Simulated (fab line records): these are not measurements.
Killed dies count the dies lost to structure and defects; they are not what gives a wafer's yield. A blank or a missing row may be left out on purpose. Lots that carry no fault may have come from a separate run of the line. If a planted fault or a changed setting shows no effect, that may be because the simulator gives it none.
Which tool did it? | flow gf180mcu | Sampling: 11 lots, 33 wafers, 5 of 602 route steps

## WHAT EACH GAUGE READ, for each wafer
GF_POLY_GATE_THK_MEAS_17.
lot  | measured     | on            | POLY_GATE_OXIDATION_THK (nm)
L503 | day 9 16:21  | film_metro-02 | 3.94 3.95 3.90
L504 | day 9 23:16  | film_metro-01 | 3.84 3.88 3.83
L505 | day 10 04:32 | film_metro-01 | 3.85 3.80 3.84
L506 | day 10 14:12 | film_metro-01 | 3.95 3.93 3.83
L508 | day 11 05:34 | film_metro-02 | 4.02 4.11 4.10
L510 | day 12 05:49 | film_metro-01 | 4.15 4.00 4.15
L514 | day 13 00:41 | film_metro-01 | 3.98 3.95 3.93
L519 | day 14 12:29 | film_metro-04 | 3.88 4.02 3.98
L520 | day 14 20:46 | film_metro-01 | 3.96 3.97 3.89
L521 | day 15 06:47 | film_metro-01 | 4.03 4.04 4.01
L523 | day 15 14:10 | film_metro-01 | 4.01 3.99 3.88

GF_HV_LDD_THK_MEAS_55.
lot  | measured     | on            | HV_LDD_CVD_54_THK (nm)
L503 | day 12 19:58 | film_metro-03 | 10.02 9.92 10.03
L504 | day 13 01:31 | film_metro-02 | 10.08 10.14 10.01
L505 | day 13 08:10 | film_metro-04 | 10.37 10.33 10.28
L506 | day 13 19:46 | film_metro-02 | 10.07 10.14 10.07
L508 | day 14 13:01 | film_metro-02 | 9.79 9.82 9.89
L510 | day 15 16:07 | film_metro-02 | 10.11 10.10 10.13
L514 | day 16 12:45 | film_metro-02 | 9.93 9.92 9.86
L519 | day 18 08:02 | film_metro-04 | 9.83 9.85 9.90
L520 | day 18 17:38 | film_metro-02 | 9.99 9.81 9.92
L521 | day 19 04:37 | film_metro-02 | 10.10 10.09 10.06
L523 | day 19 12:16 | film_metro-02 | 10.45 10.40 10.41

GF_HV_LDD_THK_MEAS_57.
lot  | measured     | on            | HV_LDD_CVD_56_THK (nm)
L503 | day 12 21:28 | film_metro-02 | 90.0 90.6 90.8
L504 | day 13 03:01 | film_metro-03 | 89.9 89.5 90.0
L505 | day 13 09:39 | film_metro-04 | 90.0 89.7 89.3
L506 | day 13 21:15 | film_metro-02 | 89.5 90.0 91.0
L508 | day 14 14:31 | film_metro-03 | 88.9 89.0 89.6
L510 | day 15 17:37 | film_metro-04 | 89.8 89.5 90.1
L514 | day 16 14:58 | film_metro-02 | 90.7 90.6 91.2
L519 | day 18 10:14 | film_metro-03 | 90.1 89.6 89.3
L520 | day 18 19:07 | film_metro-04 | 88.6 89.2 88.8
L521 | day 19 07:56 | film_metro-02 | 75.0 75.3 74.4
L523 | day 19 14:28 | film_metro-03 | 74.3 74.8 75.3

## WHICH TOOL RAN EACH LOT (tool, then ch and the chambers of the sampled wafers, then the start)
lot  | GF_VT_IMPLANT_STRIP_42               | GF_HV_LDD_CVD_56
L503 | plasma_asher-04 ch 0,1, day 7 22:02  | lpcvd-01 ch 1, day 12 20:02
L504 | plasma_asher-04 ch 0,1, day 8 01:23  | lpcvd-02 ch 1, day 13 01:35
L505 | plasma_asher-01 ch 0,1, day 8 09:01  | lpcvd-02 ch 0, day 13 08:13
L506 | plasma_asher-02 ch 0,1, day 8 15:02  | lpcvd-02 ch 1, day 13 19:50
L508 | plasma_asher-01 ch 0,1, day 9 04:59  | lpcvd-01 ch 1, day 14 13:04
L510 | plasma_asher-04 ch 0,1, day 10 02:56 | lpcvd-01 ch 1, day 15 16:10
L514 | plasma_asher-02 ch 0,1, day 11 00:21 | lpcvd-02 ch 1, day 16 12:47
L519 | plasma_asher-04 ch 0,1, day 12 06:19 | lpcvd-01 ch 0, day 18 08:04
L520 | plasma_asher-01 ch 0,1, day 12 14:34 | lpcvd-01 ch 0, day 18 17:41
L521 | plasma_asher-04 ch 0,1, day 12 21:24 | lpcvd-02 ch 1, day 19 05:47
L523 | plasma_asher-01 ch 0,1, day 13 07:47 | lpcvd-02 ch 0, day 19 12:20
- GF_VT_IMPLANT_STRIP_42: strips in O2/N2.
- GF_HV_LDD_CVD_56: deposits Si3N4 from DCS/NH3, target thk 90 nm, time 1543 s.

## WHAT THE TOOLS THEMSELVES READ (means of the sampled wafers that have a number; where no wafer has one, the mark that the record gives instead)
GF_VT_IMPLANT_STRIP_42.
lot  | tool            | drypump_motor_current_A (A) | heater_power_w (W) | oes_product_au (a.u.) | strip_time_to_endpoint_s (s)
L503 | plasma_asher-04 | 5.5                         | 296                | 0.718                 | 12.66
L504 | plasma_asher-04 | 5.5                         | 299                | 0.715                 | 12.63
L505 | plasma_asher-01 | 5.3                         | 339                | 0.718                 | 12.64
L506 | plasma_asher-02 | 5.3                         | 322                | 0.716                 | 12.64
L508 | plasma_asher-01 | 5.3                         | 342                | 0.711                 | 12.65
L510 | plasma_asher-04 | 5.5                         | 300                | 0.716                 | 12.60
L514 | plasma_asher-02 | 5.3                         | 319                | 0.715                 | 12.65
L519 | plasma_asher-04 | 5.5                         | 301                | 0.713                 | 12.68
L520 | plasma_asher-01 | 5.7                         | 345                | 0.715                 | 12.67
L521 | plasma_asher-04 | 5.5                         | 303                | 0.715                 | 12.63
L523 | plasma_asher-01 | 5.3                         | 345                | 0.712                 | 12.67

GF_HV_LDD_CVD_56.
lot  | tool     | spike_tc_bottom_C (C) | spike_tc_centre_C (C) | spike_tc_lower_C (C) | spike_tc_top_C (C) | spike_tc_upper_C (C) | susceptor_temp_C (C) | zone_power_bottom_pct (%)
L503 | lpcvd-01 | 791.7                 | 771.8                 | 771.1                | 784.0              | 770.3                | 769.8                | 21.0
L504 | lpcvd-02 | 790.6                 | 767.9                 | 769.8                | 782.2              | 770.9                | 770.2                | 21.0
L505 | lpcvd-02 | 795.7                 | 772.0                 | 771.0                | 784.6              | 769.5                | 769.9                | 19.1
L506 | lpcvd-02 | 790.0                 | 768.3                 | 770.4                | 781.1              | 770.2                | 770.0                | 21.3
L508 | lpcvd-01 | 790.6                 | 771.3                 | 771.3                | 784.3              | 770.4                | 770.0                | 21.0
L510 | lpcvd-01 | 792.3                 | 771.3                 | 770.8                | 784.5              | 770.6                | 769.7                | 20.9
L514 | lpcvd-02 | 789.9                 | 768.0                 | 769.8                | 782.3              | 772.5                | 770.1                | 21.0
L519 | lpcvd-01 | 793.5                 | 770.8                 | 770.6                | 780.7              | 770.0                | 770.3                | 18.1
L520 | lpcvd-01 | 792.1                 | 770.7                 | 771.3                | 781.5              | 769.6                | 770.2                | 18.1
L521 | lpcvd-02 | 780.0                 | 758.3                 | 761.6                | 773.1              | 761.4                | 760.9                | 20.8
L523 | lpcvd-02 | 785.4                 | 762.6                 | 760.6                | 774.9              | 760.0                | 760.9                | 18.3

## THE ANSWER, worked out from the rows above alone
Rule: the usual values come from the lots themselves. The widest of any qualifying gaps counts: lots, ordered by their means at a reading, are off when they make up no more than a third of the lots, leave a main group of 4 or more, and stand apart from it by 3 or more times the standard deviation of that group's means. The tables above print the reading to a certain number of digits; a main group whose means all agree to those digits is not used. Also off: a lot with no number at a reading for which 4 or more lots have one. Any other lot the step has rows for is counted as sound. First the gauges in route order, then the tools' own readings, where a lot's mean is used as printed above. The first step at which some lot is off is used, and at that step the reading that is off furthest; a lot without a number counts as furthest.
Off: L521, L523, at GF_HV_LDD_THK_MEAS_57 (HV_LDD_CVD_56_THK). For the main group the mean is 89.8 nm and the standard deviation 0.57.
A tool fits if, at a process step before that reading, it ran every lot that is off, and no sound lot after the first of them. The gauges at GF_HV_LDD_THK_MEAS_57 aren't tried: what is off there is off at GF_HV_LDD_CVD_56 too, on other tools, and a gauge's error can't cause that. One candidate fits, namely lpcvd-02 at GF_HV_LDD_CVD_56. Its last sound lot is L514 (day 16 12:47), its first lot that is off L521 (day 19 05:47): a fault that began between those two fits.
The tool's own readings at GF_HV_LDD_CVD_56 bear it out: on the lots that are off they differ by more than 5 times the standard deviation of the sound lots' means. spike_tc_bottom_C reads 782.7 C there against 791.8 C on the sound lots; spike_tc_centre_C reads 760.5 C there against 770.2 C on the sound lots; spike_tc_lower_C reads 761.1 C there against 770.7 C on the sound lots; spike_tc_top_C reads 774.0 C there against 782.8 C on the sound lots; spike_tc_upper_C reads 760.7 C there against 770.4 C on the sound lots; susceptor_temp_C reads 760.9 C there against 770.0 C on the sound lots.

## WHAT THE SIMULATOR HAD INSERTED
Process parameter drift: lpcvd-02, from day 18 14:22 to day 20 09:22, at GF_HV_LDD_CVD_56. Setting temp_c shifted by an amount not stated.
Lots struck among those shown: L521, L523. This agrees with what the rule above found.
